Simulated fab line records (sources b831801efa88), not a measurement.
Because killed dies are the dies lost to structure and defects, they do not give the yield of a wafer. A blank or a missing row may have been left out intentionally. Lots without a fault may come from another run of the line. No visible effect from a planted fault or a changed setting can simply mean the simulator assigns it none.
Struck lot and sound lot, side by side + flow sky130 + 14 steps out of a route of 708
Sound: the wafers L427.1, L427.5, L427.6. Struck: wafers L434.1, L434.2, L434.4. The cause is given at the end.
For every step that has rows: the tool of each side, followed by ch and its chambers, followed by its first start. Under that, the readings that differ: sound wafers + struck wafers + difference of the means + sigmas: that difference in standard deviations of wafers without a fault.
alike: words and numbers the same on both sides, and readings whose means are apart by under 2 such deviations; not compared: readings that were withheld, readings missing a value for some wafer, numbers with overlapping values and no deviation given by the record, and bounds like >300 which may hide the same value.
Wherever a step has rows on one side only, a row that says differs or no value, or a row with sigmas, the two part there. When numbers do not overlap yet have no deviation, they are printed without sigmas and do not part them. Lack of a reading on every wafer of one side parts them only where that side has two or more wafers.

first, 1 step without rows for these wafers: SKY_POLY_GATE_IMPLANT_02.
SKY_RES_PROTECT_STRIP_07: strips in O2/N2.
  sound on plasma-asher-01 ch 0,1, day 17 08:50; struck on plasma-asher-03 ch 0,1, day 20 05:08
  alike: drypump-motor-current-A, oes-product-au, strip-time-to-endpoint-s
  not compared: rf-hours-counter-h
SKY_RES_PROTECT_TW_MEAS_08:
  sound: film-metro-01 at day 17 08:56; struck: film-metro-01 at day 20 05:14
  alike: POLY_GATE_TW
then, 2 steps without rows for these wafers: SKY_RES_PROTECT_CLEAN_09 (cleans in SC1/SC2, time 150 s); SKY_POLY_GATE_CVD_03 (deposits Si3N4 from DCS/NH3, target thk 75 nm, time 1290 s).
SKY_POLY_GATE_THK_MEAS_04:
  sound: film-metro-04 at day 17 10:50; struck: film-metro-02 at day 20 07:57
  alike: POLY_GATE_CVD_03_THK
then, 6 steps without rows for these wafers: SKY_POLY_GATE_DEHYDRATE_05 (time 60 s); SKY_POLY_GATE_HMDS_06 (prime time 60 s); SKY_POLY_GATE_COAT_07 (resist thk 110 nm); SKY_POLY_GATE_COAT_08 (resist thk 450 nm); SKY_POLY_GATE_SOFTBAKE_09 (time 90 s); SKY_POLY_GATE_EXPOSE_10 (exposes mask P1M, target cd 150 nm).
SKY_POLY_GATE_PEB_11:
  struck on litho-track-04, day 21 14:00; sound on litho-track-01 ch 0, day 18 16:00
| reading         | sound          | struck | difference                    | sigmas |
|-----------------|----------------|--------|-------------------------------|--------|
| exhaust-pa (Pa) | 42.2 44.0 45.0 | - - -  | no value on the struck wafers |        |
  not compared: chill-plate-temp-C
then, 1 step without rows for these wafers: SKY_POLY_GATE_DEVELOP_12 (develop time 60 s).

== WHERE THEY PART ==
Only at SKY_POLY_GATE_PEB_11, as far as this record shows.

WHY: the cause the simulator had injected
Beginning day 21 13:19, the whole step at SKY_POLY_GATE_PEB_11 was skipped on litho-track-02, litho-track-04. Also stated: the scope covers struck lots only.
